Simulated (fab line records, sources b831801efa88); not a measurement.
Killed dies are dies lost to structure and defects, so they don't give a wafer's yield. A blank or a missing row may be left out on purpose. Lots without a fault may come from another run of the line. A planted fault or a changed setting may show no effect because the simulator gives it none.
A struck lot beside a sound one | flow sky130 | 16 steps out of a route of 708
Sound: wafers L610.1, L610.3, L610.4. Struck: wafers L621.1, L621.2, L621.4. The cause comes at the end.
At each step with rows: each side's tool, then ch and its chambers, then its first start. Under that, the readings that differ: sound wafers | struck wafers | difference of the means | sigmas: that difference in standard deviations of wafers without a fault.
alike: readings whose means differ by less than 2 such deviations, and words and numbers that are the same on both sides. not compared: withheld readings, readings that some wafer has no value for, bounds like >300 that may hide the same value, and numbers for which the record gives no deviation and whose values overlap.
The two part at a step that has a row with sigmas, a row that says differs or no value, or rows on one side only. Numbers that don't overlap but have no deviation are shown without sigmas and don't part them. A reading that every wafer of one side lacks parts them only if that side has two wafers or more.

SKY_VIA2_BOW_MEAS_03:
  sound on film_metro-04, day 38 04:01; struck on film_metro-04, day 41 02:05
  alike: VIA2_BOW
then, 8 steps without rows for these wafers: SKY_VIA2_DEHYDRATE_04 (time 60 s); SKY_VIA2_HMDS_05 (prime time 60 s); SKY_VIA2_COAT_06 (resist thk 60 nm); SKY_VIA2_COAT_07 (resist thk 450 nm); SKY_VIA2_SOFTBAKE_08 (time 90 s); SKY_VIA2_EXPOSE_09 (exposes mask VIM2, target cd 200 nm); SKY_VIA2_PEB_10; SKY_VIA2_DEVELOP_11 (develop time 60 s).
SKY_VIA2_CD_MEAS_12: target cd 200 nm.
  sound on cd_sem-02, day 39 05:30; struck on cd_sem-01, day 42 02:31
  alike: cd_nm
SKY_VIA2_OVL_MEAS_13:
  sound on overlay-02, day 39 05:37; struck on overlay-02, day 42 02:38
  reading       | sound  | struck   | difference | sigmas
  VIA2_OVL (nm) | 11 3 5 | -3 -2 -7 | -10        | -2
SKY_VIA2_ETCH_14: etches BARC in N2/H2, stops on SiO2, time 45.9 s, target depth 60 nm.
  sound on rie_diel-01 ch 0,1,2, day 39 05:39; struck on rie_diel-01 ch 0,1,3, day 42 02:40
  alike: bias_w, chamber_pressure_mTorr, drypump_motor_current_A, oes_product_au, throttle_valve_pct
  not compared: rf_hours_counter_h
SKY_VIA2_ETCH_15: etches SiO2 in C4F8/O2/Ar, stops on TiN, target depth 546 nm, time 84 s.
  sound on rie_diel-01 ch 0,1,2, day 39 05:41; struck on rie_diel-01 ch 0,1,3, day 42 02:43
  no value came back on the struck wafers for bias_w (W), chamber_pressure_mTorr (mTorr), oes_product_au (a.u.), rf_hours_counter_h (h); on the sound wafers bias_w (W) reads 1194 1205 1198
  reading                                     | sound             | struck        | difference | sigmas
  model.KrF-thick_of_VIA2_COAT_07.thk_nm (nm) | 280.5 279.6 287.9 | 392.7 394 390 | +109.6     |
SKY_VIA2_STRIP_16: strips in O2/N2.
  sound on plasma_asher-01 ch 0,1, day 39 05:46; struck on plasma_asher-03 ch 0,1, day 42 02:46
  reading                      | sound             | struck            | difference | sigmas
  oes_product_au (a.u.)        | 0.396 0.396 0.405 | 0.440 0.443 0.438 | +0.041     | +9
  strip_time_to_endpoint_s (s) | 4.01 4.00 4.09    | 5.21 5.20 5.16    | +1.16      | +28
  alike: drypump_motor_current_A, o2_flow_sccm
  not compared: rf_hours_counter_h
then, 1 step without rows for these wafers: SKY_VIA2_STRIP_17 (strips in post etch residue remover, time 1200 s).
-- the record jumps here: 8 days lie between the struck wafers' starts before and after (it left off in module VIA2 and takes up again in module PAD_OPEN, whose first step shown is number 708 of the route) --
SKY_PAD_OPEN_PROBE_99:
  sound on prober-01, day 48 04:23; struck on prober-01, day 50 09:29
  reading                  | sound          | struck         | difference | sigmas
  defect_limited_yield (%) | 83.3 81.3 78.7 | 0 0 0          | -81        | -43
  killed_at_M0_to_M3       | 32 46 53       | 456 448 448    | +407       | +63
  killed_dies              | 82 92 105      | 492 492 492    | +399       | +42
  killed_on_rim            | 16 20 24       | 96 96 96       | +76        | +20
  sort_bin_5_function (%)  | 11.8 10.6 13.6 | 93.3 93.9 92.5 | +81.2      | +51
  sort_n_pass              | 410 400 387    | 0 0 0          | -399       | -42
  sort_yield_pct (%)       | 83.3 81.3 78.7 | 0 0 0          | -81        | -43
  alike: killed_at_M4_up, killed_at_contacts, killed_at_front_end, killed_at_other, killed_open, killed_short, sort_bin_3_pad_short, sort_bin_6_memory

WHERE THEY PART
First at SKY_VIA2_OVL_MEAS_13; last, within this record, at SKY_PAD_OPEN_PROBE_99.

WHY: what the simulator had put in
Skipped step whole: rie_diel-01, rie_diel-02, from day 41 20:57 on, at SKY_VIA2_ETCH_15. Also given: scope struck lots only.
